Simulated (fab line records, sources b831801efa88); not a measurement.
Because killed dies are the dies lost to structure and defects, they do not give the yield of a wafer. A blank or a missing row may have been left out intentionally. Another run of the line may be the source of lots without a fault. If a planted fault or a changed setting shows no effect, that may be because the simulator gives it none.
fab line records	flow sky130
record lots=24	wafers=72	lastDay=50
route steps=708 shown METAL2@489 CAPM@549 VIA3@585
lots that met no fault: from a run of the same line without faults
startH: the number of hours between the record's first day and the start of the first shown wafer of the lot	waitH: hours from the lot's prior step to this one	" as in the row above	L1.1+2: several wafers, shown together as one row	- either no value or no given start	* or withheld: withheld	< > ~ a bound
route shown NAME@n: a module of which the file shows steps, and the number in the route of the first	usual: mean/standard deviation of fault-free wafers	same: alike in all rows	chamber/n: place in a boat	sites: per-site readings	_std_site: their standard deviation	_edge_site: the outer-site mean with the inner-site mean subtracted	radiusMm: how far each site lies from the wafer's centre	mask NAME#n: copy n	behind: the tool/chamber that last shaped the wafer	hold: reason for holding the lot/hours on hold/outcome of the hold	device: transistor that didn't switch, given as n, p or np	end of line: the route-end tests of the same wafers	step lacking rows: just its recipe	killed: count of dies lost to structure and defects at first sort (not the wafer's yield)	map: a wafer's dies, marking killed ones x, the rest . and places with no die _
set.NAME: setting as actually run; set.NAME@STEP: the setting as run at that earlier step	model.NAME: the simulator's own value behind a step, which no gauge read
route steps across a sampled set of lots; one table per step, one row per wafer
services: the hour from which a tool's chamber was out of use, counted from the record's first day as startH (under 0 if before that day), plus the number of hours and why
## steps
# step SKY_METAL2_THK_MEAS_06
# recipe thkMeasGauge=xrf	reads=AlCu_of_METAL2_SPUTTER_02
# usual METAL2_ALCU_THK=247/3.7
lot.wafer	tool	chamber	startH	waitH	METAL2_ALCU_THK[nm]
L074.3	filmMetro-01	-	817.71	0.1	245
L074.4	"	-	"	"	243
L074.6	"	-	"	"	245
L075.1	filmMetro-01	-	819.94	0.1	245
L075.3	"	-	"	"	244
L075.4	"	-	"	"	248
L077.4	filmMetro-03	-	820.97	0.1	245
L077.5	"	-	"	"	246
L077.6	"	-	"	"	248
L076.4	filmMetro-02	-	821.83	0.1	247
L076.5	"	-	"	"	244
L076.6	"	-	"	"	241
L078.2	filmMetro-01	-	865.92	0.1	247
L078.4	"	-	"	"	245
L078.5	"	-	"	"	245
L079.1	filmMetro-03	-	866.94	0.1	247
L079.2	"	-	"	"	245
L079.3	"	-	"	"	251
L080.1	filmMetro-01	-	867.25	0.1	245
L080.2	"	-	"	"	243
L080.4	"	-	"	"	240
L081.1	filmMetro-01	-	868.09	0.1	251
L081.2	"	-	"	"	251
L081.4	"	-	"	"	250
L082.1	filmMetro-02	-	869.25	0.1	247
L082.4	"	-	"	"	245
L082.6	"	-	"	"	247
L084.2	filmMetro-02	-	875.81	0.1	248
L084.4	"	-	"	"	248
L084.5	"	-	"	"	245
L083.2	filmMetro-02	-	878.80	0.1	239
L083.4	"	-	"	"	242
L083.6	"	-	"	"	241
L085.1	filmMetro-02	-	879.64	0.1	244
L085.2	"	-	"	"	248
L085.3	"	-	"	"	246
L086.3	filmMetro-03	-	880.32	0.1	247
L086.5	"	-	"	"	253
L086.6	"	-	"	"	252
L087.2	filmMetro-01	-	890.81	0.1	246
L087.4	"	-	"	"	248
L087.6	"	-	"	"	246
L088.2	filmMetro-03	-	903.41	0.1	250
L088.3	"	-	"	"	246
L088.5	"	-	"	"	250
L089.2	filmMetro-01	-	905.20	0.1	241
L089.3	"	-	"	"	246
L089.4	"	-	"	"	252
L090.1	filmMetro-03	-	919.49	0.1	250
L090.2	"	-	"	"	246
L090.5	"	-	"	"	253
L091.1	filmMetro-03	-	923.93	0.1	248
L091.4	"	-	"	"	245
L091.5	"	-	"	"	247
L092.1	filmMetro-03	-	927.05	0.1	249
L092.2	"	-	"	"	245
L092.5	"	-	"	"	245
L093.1	filmMetro-03	-	942.88	0.1	253
L093.2	"	-	"	"	254
L093.6	"	-	"	"	251
L094.4	filmMetro-01	-	944.18	0.1	248
L094.5	"	-	"	"	246
L094.6	"	-	"	"	244
L095.1	filmMetro-02	-	954.74	0.1	242
L095.4	"	-	"	"	240
L095.6	"	-	"	"	246
L096.1	filmMetro-02	-	958.74	0.1	242
L096.3	"	-	"	"	248
L096.6	"	-	"	"	246
L097.2	filmMetro-01	-	964.43	0.1	240
L097.4	"	-	"	"	244
L097.6	"	-	"	"	245
# step SKY_METAL2_DESCUM_17
# recipe chemistry=O2	sourcePowerW=150	biasPowerW=0	pressureMtorr=10	tempC=40	timeS=8
# usual drypumpMotorCurrentA=5.6/0.65	oesProductAu=1.007/0.01
# same biasPowerW=0
lot.wafer	tool	chamber	startH	waitH	drypumpMotorCurrentA	oesProductAu	rfHoursCounterH
L074.3	rieMetal-03	0	844.22	0.0	4.7	1.012	-
L074.4	"	1	"	"	6.3	0.998	-
L074.6	"	0	"	"	4.7	1.017	-
L075.1	rieMetal-02	0	846.56	0.0	6.4	1.009	15
L075.3	"	1	"	"	5.8	1.007	-
L075.4	"	0	"	"	6.4	1.019	-
L077.4	rieMetal-03	1	847.22	0.0	6.3	0.985	-
L077.5	"	1	"	"	6.3	1.001	-
L077.6	"	0	"	"	4.7	1.018	-
L076.4	rieMetal-01	1	848.17	0.0	5.3	0.984	-
L076.5	"	0	"	"	5.3	1.006	-
L076.6	"	1	"	"	5.3	0.989	-
L078.2	rieMetal-01	0	891.37	0.0	5.3	1.013	15
L078.4	"	1	"	"	5.3	0.998	-
L078.5	"	1	"	"	5.3	0.996	-
L079.1	rieMetal-02	0	892.46	0.0	6.4	1.019	1
L079.2	"	1	"	"	5.8	0.999	14
L079.3	"	0	"	"	6.4	1.012	-
L080.1	rieMetal-01	1	892.81	0.0	5.3	1.017	11
L080.2	"	0	"	"	5.2	1.014	15
L080.4	"	0	"	"	5.2	1.012	-
L081.1	rieMetal-03	1	893.16	0.0	6.3	0.999	10
L081.2	"	0	"	"	4.7	1.016	9
L081.4	"	0	"	"	4.7	1.025	-
L082.1	rieMetal-01	0	894.91	0.0	5.3	1.007	15
L082.4	"	1	"	"	5.3	0.995	-
L082.6	"	0	"	"	5.3	1.011	-
L084.2	rieMetal-01	0	901.57	0.0	5.3	1.012	15
L084.4	"	1	"	"	5.3	1.004	-
L084.5	"	0	"	"	5.3	1.016	-
L083.2	rieMetal-02	1	904.82	0.0	5.8	1.001	14
L083.4	"	0	"	"	6.4	1.010	-
L083.6	"	0	"	"	6.4	1.014	-
L085.1	rieMetal-03	1	905.58	0.0	6.2	0.997	11
L085.2	"	0	"	"	4.7	1.023	9
L085.3	"	1	"	"	6.3	1.007	-
L086.3	rieMetal-01	0	905.98	0.0	5.3	1.010	-
L086.5	"	1	"	"	5.3	0.997	-
L086.6	"	0	"	"	5.3	1.003	-
L087.2	rieMetal-02	0	916.12	0.0	6.4	1.024	2
L087.4	"	0	"	"	6.4	1.022	-
L087.6	"	1	"	"	5.8	0.997	-
L088.2	rieMetal-03	1	928.21	0.0	6.2	0.987	12
L088.3	"	1	"	"	6.2	1.007	-
L088.5	"	1	"	"	6.2	1.007	-
L089.2	rieMetal-03	0	929.93	0.0	4.7	1.016	10
L089.3	"	1	"	"	6.2	0.998	-
L089.4	"	0	"	"	4.6	1.018	-
L090.1	rieMetal-03	0	943.82	0.0	4.7	1.014	11
L090.2	"	0	"	"	4.7	1.014	-
L090.5	"	0	"	"	4.7	1.010	-
L091.1	rieMetal-01	1	947.63	0.0	5.3	0.991	13
L091.4	"	1	"	"	5.3	0.991	-
L091.5	"	0	"	"	5.2	0.996	-
L092.1	rieMetal-01	0	951.42	0.0	5.2	0.999	17
L092.2	"	1	"	"	5.3	0.990	13
L092.5	"	1	"	"	5.3	0.993	-
L093.1	rieMetal-03	1	966.93	0.0	6.3	1.001	13
L093.2	"	0	"	"	4.7	1.018	12
L093.6	"	0	"	"	4.7	1.009	-
L094.4	rieMetal-03	0	968.68	0.0	4.7	1.017	-
L094.5	"	0	"	"	4.7	1.011	-
L094.6	"	1	"	"	6.3	0.995	-
L095.1	rieMetal-02	0	979.02	0.0	6.4	1.010	5
L095.4	"	0	"	"	6.4	1.000	-
L095.6	"	0	"	"	6.4	1.017	-
L096.1	rieMetal-02	0	982.77	0.0	6.4	1.012	5
L096.3	"	0	"	"	6.4	1.017	-
L096.6	"	0	"	"	6.4	1.002	-
L097.2	rieMetal-02	0	988.62	0.0	6.4	0.997	-
L097.4	"	0	"	"	6.4	0.989	-
L097.6	"	0	"	"	6.4	1.000	-
# step SKY_CAPM_OVL_MEAS_12
# usual CAPM_OVL=-0.4/1.2
lot.wafer	tool	chamber	startH	waitH	CAPM_OVL[nm]
L074.3	overlay-02	-	898.83	0.1	-1.4
L074.4	"	-	"	"	-1.6
L074.6	"	-	"	"	-1.7
L075.1	overlay-01	-	900.51	0.1	0.6
L075.3	"	-	"	"	1.5
L075.4	"	-	"	"	-0.6
L077.4	overlay-01	-	901.07	0.1	1.8
L077.5	"	-	"	"	-0.3
L077.6	"	-	"	"	-0.8
L076.4	overlay-01	-	902.78	0.1	-1.3
L076.5	"	-	"	"	-1.0
L076.6	"	-	"	"	-1.2
L078.2	overlay-02	-	944.26	0.1	-0.8
L078.4	"	-	"	"	-1.5
L078.5	"	-	"	"	0.0
L079.1	overlay-01	-	944.56	0.1	-0.4
L079.2	"	-	"	"	1.9
L079.3	"	-	"	"	1.3
L081.1	overlay-01	-	946.66	0.1	0.5
L081.2	"	-	"	"	0.0
L081.4	"	-	"	"	-1.9
L080.1	overlay-01	-	947.12	0.1	-0.3
L080.2	"	-	"	"	-0.5
L080.4	"	-	"	"	-0.8
L082.1	overlay-02	-	947.56	0.1	-0.3
L082.4	"	-	"	"	-2.0
L082.6	"	-	"	"	-0.4
L084.2	overlay-02	-	953.57	0.1	0.6
L084.4	"	-	"	"	-0.4
L084.5	"	-	"	"	-0.5
L083.2	overlay-01	-	957.17	0.1	0.7
L083.4	"	-	"	"	0.2
L083.6	"	-	"	"	0.2
L085.1	overlay-02	-	958.11	0.1	-1.5
L085.2	"	-	"	"	-0.2
L085.3	"	-	"	"	-1.6
L086.3	overlay-01	-	958.23	0.1	-2.2
L086.5	"	-	"	"	-0.4
L086.6	"	-	"	"	0.9
L087.2	overlay-01	-	968.93	0.1	0.1
L087.4	"	-	"	"	-0.2
L087.6	"	-	"	"	1.8
L088.2	overlay-01	-	979.21	0.1	-2.0
L088.3	"	-	"	"	-3.2
L088.5	"	-	"	"	-1.6
L089.2	overlay-01	-	980.28	0.1	-1.2
L089.3	"	-	"	"	-1.1
L089.4	"	-	"	"	-1.6
L090.1	overlay-02	-	995.41	0.1	0.0
L090.2	"	-	"	"	-1.4
L090.5	"	-	"	"	-0.6
L091.1	overlay-02	-	998.77	0.1	-2.6
L091.4	"	-	"	"	-1.4
L091.5	"	-	"	"	-1.0
L092.1	overlay-01	-	1002.51	0.1	0.2
L092.2	"	-	"	"	0.3
L092.5	"	-	"	"	0.4
L093.1	overlay-02	-	1016.27	0.1	0.9
L093.2	"	-	"	"	2.8
L093.6	"	-	"	"	1.3
L094.4	overlay-02	-	1018.98	0.1	-1.5
L094.5	"	-	"	"	-0.7
L094.6	"	-	"	"	-0.2
L095.1	overlay-01	-	1028.42	0.1	2.3
L095.4	"	-	"	"	0.1
L095.6	"	-	"	"	0.6
L096.1	overlay-02	-	1029.86	0.1	-1.9
L096.3	"	-	"	"	-1.4
L096.6	"	-	"	"	0.1
L097.2	overlay-01	-	1036.71	0.1	0.7
L097.4	"	-	"	"	0.5
L097.6	"	-	"	"	-0.6
# step SKY_VIA3_CD_MEAS_12
# recipe targetCdNm=200
# usual cdNm=199.5/1.7
lot.wafer	tool	chamber	startH	waitH	cdNm
L074.3	cdSem-01	-	950.66	-	198.9
L074.4	"	-	"	"	198.2
L074.6	"	-	"	"	199.3
L075.1	cdSem-02	-	951.62	-	199.5
L075.3	"	-	"	"	198.6
L075.4	"	-	"	"	198.5
L077.4	cdSem-02	-	952.23	-	199.9
L077.5	"	-	"	"	201.7
L077.6	"	-	"	"	200.5
L076.4	cdSem-02	-	953.72	-	201.5
L076.5	"	-	"	"	199.6
L076.6	"	-	"	"	201.6
L078.2	cdSem-02	-	994.78	-	198.7
L078.4	"	-	"	"	197.8
L078.5	"	-	"	"	200.0
L079.1	cdSem-01	-	994.82	-	198.1
L079.2	"	-	"	"	198.7
L079.3	"	-	"	"	199.4
L081.1	cdSem-02	-	996.86	-	198.8
L081.2	"	-	"	"	200.3
L081.4	"	-	"	"	199.6
L080.1	cdSem-01	-	998.02	-	197.8
L080.2	"	-	"	"	196.6
L080.4	"	-	"	"	197.6
L082.1	cdSem-02	-	998.37	-	199.8
L082.4	"	-	"	"	200.3
L082.6	"	-	"	"	199.8
L084.2	cdSem-01	-	1003.58	-	200.3
L084.4	"	-	"	"	199.1
L084.5	"	-	"	"	200.0
L083.2	cdSem-02	-	1006.03	-	199.6
L083.4	"	-	"	"	198.5
L083.6	"	-	"	"	198.8
L085.1	cdSem-02	-	1007.16	-	200.5
L085.2	"	-	"	"	200.0
L085.3	"	-	"	"	200.8
L086.3	cdSem-01	-	1008.35	-	197.3
L086.5	"	-	"	"	198.7
L086.6	"	-	"	"	198.0
L087.2	cdSem-01	-	1017.38	-	199.5
L087.4	"	-	"	"	197.4
L087.6	"	-	"	"	198.7
L088.2	cdSem-01	-	1026.64	-	197.9
L088.3	"	-	"	"	195.9
L088.5	"	-	"	"	198.5
L089.2	cdSem-02	-	1027.84	-	197.5
L089.3	"	-	"	"	196.5
L089.4	"	-	"	"	197.4
L090.1	cdSem-01	-	1041.96	-	199.4
L090.2	"	-	"	"	198.8
L090.5	"	-	"	"	200.6
L091.1	cdSem-01	-	1044.97	-	202.3
L091.4	"	-	"	"	200.7
L091.5	"	-	"	"	201.9
L092.1	cdSem-01	-	1049.47	-	201.9
L092.2	"	-	"	"	202.8
L092.5	"	-	"	"	201.1
L093.1	cdSem-02	-	1062.31	-	197.9
L093.2	"	-	"	"	196.8
L093.6	"	-	"	"	198.9
L094.4	cdSem-01	-	1065.87	-	200.4
L094.5	"	-	"	"	199.0
L094.6	"	-	"	"	200.3
L095.1	cdSem-02	-	1075.11	-	203.0
L095.4	"	-	"	"	203.3
L095.6	"	-	"	"	201.9
L096.1	cdSem-02	-	1076.22	-	200.1
L096.3	"	-	"	"	199.0
L096.6	"	-	"	"	199.4
L097.2	cdSem-01	-	1082.09	-	200.7
L097.4	"	-	"	"	201.1
L097.6	"	-	"	"	198.8
# step SKY_VIA3_ETCH_15
# recipe target=SiO2	chemistry=C4F8/O2/Ar	targetDepthNm=507	stopOn=TiN	maskMaterial=KrF-thick	sourceW=1500	biasW=1200	pressureMtorr=40	c4f8FlowSccm=withheld	O2_flow_sccm=6	Ar_flow_sccm=300	timeS=78
# usual biasW=1200/3.4	oesProductAu=0.947/0.0053
lot.wafer	tool	chamber	startH	waitH	biasW	oesProductAu	rfHoursCounterH
L074.3	rieDiel-02	1	950.82	0.0	1195	0.941	16
L074.4	"	3	"	"	1197	0.956	-
L074.6	"	0	"	"	1198	0.946	-
L075.1	rieDiel-01	2	951.82	0.0	1202	0.947	12
L075.3	"	3	"	"	1197	0.944	12
L075.4	"	1	"	"	1200	0.952	22
L077.4	rieDiel-02	3	952.37	0.0	1201	0.953	26
L077.5	"	0	"	"	1206	0.953	-
L077.6	"	1	"	"	1195	0.949	-
L076.4	rieDiel-04	0	953.85	0.0	1206	0.945	11
L076.5	"	0	"	"	1207	0.956	-
L076.6	"	3	"	"	1196	0.943	-
L078.2	rieDiel-02	2	994.95	0.0	1201	0.946	18
L078.4	"	3	"	"	1204	0.946	27
L078.5	"	2	"	"	1197	0.945	-
L079.1	rieDiel-04	1	995.02	0.0	1197	0.953	28
L079.2	"	3	"	"	1198	0.951	19
L079.3	"	0	"	"	1200	0.951	12
L081.1	rieDiel-02	3	997.05	0.0	1204	0.944	28
L081.2	"	0	"	"	1199	0.953	18
L081.4	"	1	"	"	1198	0.945	17
L080.1	rieDiel-02	1	998.22	0.0	1200	0.949	17
L080.2	"	3	"	"	1192	0.942	28
L080.4	"	0	"	"	1198	0.939	18
L082.1	rieDiel-01	1	998.57	0.0	1202	0.949	24
L082.4	"	2	"	"	1204	0.941	13
L082.6	"	1	"	"	1202	0.951	-
L084.2	rieDiel-04	3	1003.75	0.0	1199	0.940	20
L084.4	"	2	"	"	1199	0.941	9
L084.5	"	1	"	"	1205	0.954	-
L083.2	rieDiel-02	1	1006.20	0.0	1199	0.945	17
L083.4	"	3	"	"	1202	0.948	28
L083.6	"	2	"	"	1195	0.955	-
L085.1	rieDiel-01	2	1007.35	0.0	1194	0.950	14
L085.2	"	1	"	"	1195	0.951	24
L085.3	"	0	"	"	1209	0.943	5
L086.3	rieDiel-04	1	1008.50	0.0	1202	0.950	28
L086.5	"	0	"	"	1199	0.953	-
L086.6	"	3	"	"	1199	0.947	-
L087.2	rieDiel-01	1	1017.55	0.0	1197	0.945	24
L087.4	"	2	"	"	1200	0.950	14
L087.6	"	1	"	"	1196	0.941	-
L088.2	rieDiel-01	0	1026.82	0.0	1207	0.945	5
L088.3	"	2	"	"	1199	0.934	14
L088.5	"	1	"	"	1201	0.938	-
L089.2	rieDiel-04	1	1028.02	0.0	1200	0.936	29
L089.3	"	3	"	"	1195	0.947	20
L089.4	"	2	"	"	1196	0.947	10
L090.1	rieDiel-04	0	1042.15	0.0	1200	0.941	14
L090.2	"	2	"	"	1202	0.945	10
L090.5	"	3	"	"	1201	0.943	-
L091.1	rieDiel-01	0	1045.17	0.0	1195	0.946	6
L091.4	"	2	"	"	1193	0.937	15
L091.5	"	1	"	"	1202	0.947	-
L092.1	rieDiel-02	2	1049.67	0.0	1201	0.953	20
L092.2	"	3	"	"	1203	0.944	29
L092.5	"	0	"	"	1200	0.946	-
L093.1	rieDiel-02	1	1062.50	0.0	1196	0.949	19
L093.2	"	3	"	"	1204	0.943	30
L093.6	"	1	"	"	1199	0.947	-
L094.4	rieDiel-01	0	1066.03	0.0	1204	0.942	-
L094.5	"	3	"	"	1200	0.950	-
L094.6	"	1	"	"	1197	0.945	-
L095.1	rieDiel-02	0	1075.30	0.0	1198	0.944	21
L095.4	"	2	"	"	1205	0.943	21
L095.6	"	2	"	"	1201	0.954	-
L096.1	rieDiel-04	3	1076.42	0.0	1200	0.950	22
L096.3	"	0	"	"	1198	0.954	15
L096.6	"	2	"	"	1205	0.947	-
L097.2	rieDiel-04	2	1082.27	0.0	1198	0.946	12
L097.4	"	1	"	"	1198	0.947	1
L097.6	"	1	"	"	1199	0.949	-
# step SKY_VIA3_CVD_21
# recipe material=W	targetThkNm=390	timeS=117.31	tempC=400	pressureTorr=40
# usual heaterPowerW=826/23
lot.wafer	tool	chamber	startH	waitH	heaterPowerW
L074.3	cvdW-01	1	951.60	0.1	808
L074.4	"	0	"	"	793
L074.6	"	0	"	"	797
L075.1	cvdW-02	1	952.54	0.0	856
L075.3	"	1	"	"	845
L075.4	"	0	"	"	833
L077.4	cvdW-02	0	953.13	0.1	829
L077.5	"	0	"	"	823
L077.6	"	1	"	"	855
L076.4	cvdW-01	1	954.61	0.1	820
L076.5	"	0	"	"	799
L076.6	"	1	"	"	813
L078.2	cvdW-01	1	995.67	0.0	841
L078.4	"	0	"	"	773
L078.5	"	1	"	"	821
L079.1	cvdW-02	1	995.91	0.0	850
L079.2	"	0	"	"	828
L079.3	"	0	"	"	822
L081.1	cvdW-02	0	997.77	0.0	819
L081.2	"	1	"	"	839
L081.4	"	1	"	"	855
L080.1	cvdW-02	1	998.93	0.0	870
L080.2	"	0	"	"	836
L080.4	"	1	"	"	871
L082.1	cvdW-01	1	999.28	0.0	814
L082.4	"	0	"	"	792
L082.6	"	0	"	"	797
L084.2	cvdW-01	0	1004.47	0.0	799
L084.4	"	1	"	"	829
L084.5	"	0	"	"	794
L083.2	cvdW-02	1	1006.95	0.0	844
L083.4	"	0	"	"	832
L083.6	"	1	"	"	842
L085.1	cvdW-02	0	1008.07	0.0	857
L085.2	"	1	"	"	822
L085.3	"	0	"	"	820
L086.3	cvdW-01	0	1009.26	0.1	778
L086.5	"	1	"	"	851
L086.6	"	0	"	"	788
L087.2	cvdW-01	0	1018.27	0.0	807
L087.4	"	0	"	"	782
L087.6	"	1	"	"	843
L088.2	cvdW-01	1	1027.61	0.0	817
L088.3	"	0	"	"	795
L088.5	"	0	"	"	805
L089.2	cvdW-02	0	1028.73	0.0	848
L089.3	"	1	"	"	874
L089.4	"	0	"	"	816
L090.1	cvdW-01	1	1042.87	0.0	824
L090.2	"	0	"	"	796
L090.5	"	1	"	"	819
L091.1	cvdW-02	1	1045.88	0.0	870
L091.4	"	1	"	"	843
L091.5	"	1	"	"	837
L092.1	cvdW-02	0	1050.54	0.0	833
L092.2	"	1	"	"	849
L092.5	"	0	"	"	810
L093.1	cvdW-01	0	1063.22	0.0	789
L093.2	"	1	"	"	809
L093.6	"	0	"	"	804
L094.4	cvdW-02	0	1066.80	0.1	846
L094.5	"	1	"	"	838
L094.6	"	0	"	"	837
L095.1	cvdW-02	0	1076.03	0.0	853
L095.4	"	1	"	"	864
L095.6	"	0	"	"	828
L096.1	cvdW-01	1	1077.14	0.0	822
L096.3	"	0	"	"	801
L096.6	"	0	"	"	802
L097.2	cvdW-02	1	1083.06	0.0	875
L097.4	"	1	"	"	852
L097.6	"	1	"	"	833
## services
tool	chamber	startH	hours	kind
rieMetal-01	-	825.78	2.8	pm
rieDiel-02	3	837.33	2.5	repair
rieDiel-04	-	840.51	1.9	repair
rieDiel-02	3	852.31	7.6	repair
rieDiel-04	3	854.56	3.4	repair
rieDiel-01	2	856.82	5.7	repair
cvdW-02	-	861.93	1.2	repair
cvdW-02	-	863.53	2.8	pm
cvdW-01	0	875.69	8.6	repair
rieMetal-03	-	885.73	0.2	repair
rieDiel-04	2	885.84	4.6	repair
rieDiel-02	2	886.67	4.8	repair
cvdW-02	-	904.00	14.0	pm
rieDiel-04	-	907.71	2.2	repair
rieMetal-03	1	939.84	8.7	repair
rieDiel-02	2	948.86	3.0	repair
rieDiel-01	0	956.52	10.5	repair
cvdW-01	-	960.25	28.1	pm
cvdW-02	0	966.97	1.2	repair
rieMetal-02	1	978.43	20.2	repair
cvdW-02	-	1010.12	6.0	pm
rieDiel-01	2	1048.47	20.1	repair
rieDiel-01	0	1052.18	5.4	repair
rieDiel-02	0	1076.65	5.6	repair
## key
fault none
